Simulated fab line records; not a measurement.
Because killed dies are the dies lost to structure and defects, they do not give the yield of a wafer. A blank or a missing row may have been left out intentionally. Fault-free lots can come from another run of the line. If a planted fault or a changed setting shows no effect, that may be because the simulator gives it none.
2 desks looking at one fault -- flow gf180mcu -- every desk sees just its own numbers, and what lay behind them comes last

AT THE METROLOGY DESK
Lot by lot, what the gauges showed, no matter which tool ran the lot: averages of those sampled wafers that carry a number. If a lot's mean is further than 4 standard deviations from the usual mean, the lot is out of limits and carries the mark OUT (the distance appears in the brackets).
Columns: A = CONTACT_CVD_00_THK at GF_CONTACT_THK_MEAS_01, usual 299.1 nm
lot,first seen here,A
L774,day 15 03:04,299.2
L775,day 15 13:35,296.6
L776,day 15 22:37,300.1
L777,day 16 07:55,301.3
L778,day 16 11:07,294.3
L779,day 17 14:55,296.4
L782,day 17 23:59,298.8
L785,day 19 02:36,298.8
L786,day 19 13:13,303.8
L787,day 19 20:25,301.1
L788,day 20 08:27,201.0 (-34) OUT
L789,day 20 14:10,298.8
L790,day 21 00:35,252.9 (-16) OUT
L791,day 24 07:37,301.0
This desk's result: L788, L790 out of limits, first on L788 (CONTACT_CVD_00_THK at GF_CONTACT_THK_MEAS_01), day 20 08:27. Within limits: L774, L775, L776, L777, L778, L779, L782, L785, L786, L787, L789, L791.

DESK OF THE TOOL OWNER: hdpcvd-02
The tool's own readings at GF_CONTACT_CVD_00 (deposits SiO2, target thk 300 nm, time 50 s): means of the sampled wafers that have a number, for each lot that ran on this tool. If a lot's mean is further than 4 standard deviations from the usual mean, the lot is out of limits and carries the mark OUT (the distance appears in the brackets).
Columns: A = sih4_flow_sccm at GF_CONTACT_CVD_00, usual 59.98 sccm; B = susceptor_temp_C at GF_CONTACT_CVD_00, usual 399.98 C
lot,first seen here,A,B
L774,day 15 03:01,59.95,400.00
L776,day 15 22:35,59.98,399.96
L782,day 17 23:56,60.09,399.92
L785,day 19 02:33,59.98,399.82
L786,day 19 13:10,60.03,400.02
L788,day 20 08:25,40.22 (-99 or more) OUT,399.75
L790,day 21 00:30,49.87 (-56) OUT,400.04
This desk finds L788, L790 out of limits, L788 being first, at day 20 08:25 (sih4_flow_sccm at GF_CONTACT_CVD_00). Within limits: L774, L776, L782, L785, L786.

BROUGHT TOGETHER
An alarm could have come from the tool owner's desk at day 20 08:25, on L788, L790.
The metrology desk could have raised an alarm at day 20 08:27, on L788, L790.
On hdpcvd-02, each named lot ran GF_CONTACT_CVD_00.

WHAT WAS PUT IN BY THE SIMULATOR
hdpcvd-02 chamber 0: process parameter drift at GF_CONTACT_CVD_00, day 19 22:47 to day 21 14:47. Setting sih4_flow_sccm shifted by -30 from 60. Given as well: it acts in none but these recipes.
Shown lots that were struck: L788, L790.
Delay (hours) between the fault's onset and each desk's first out-of-limits reading: 10 at the tool owner's desk, 10 at the metrology desk.
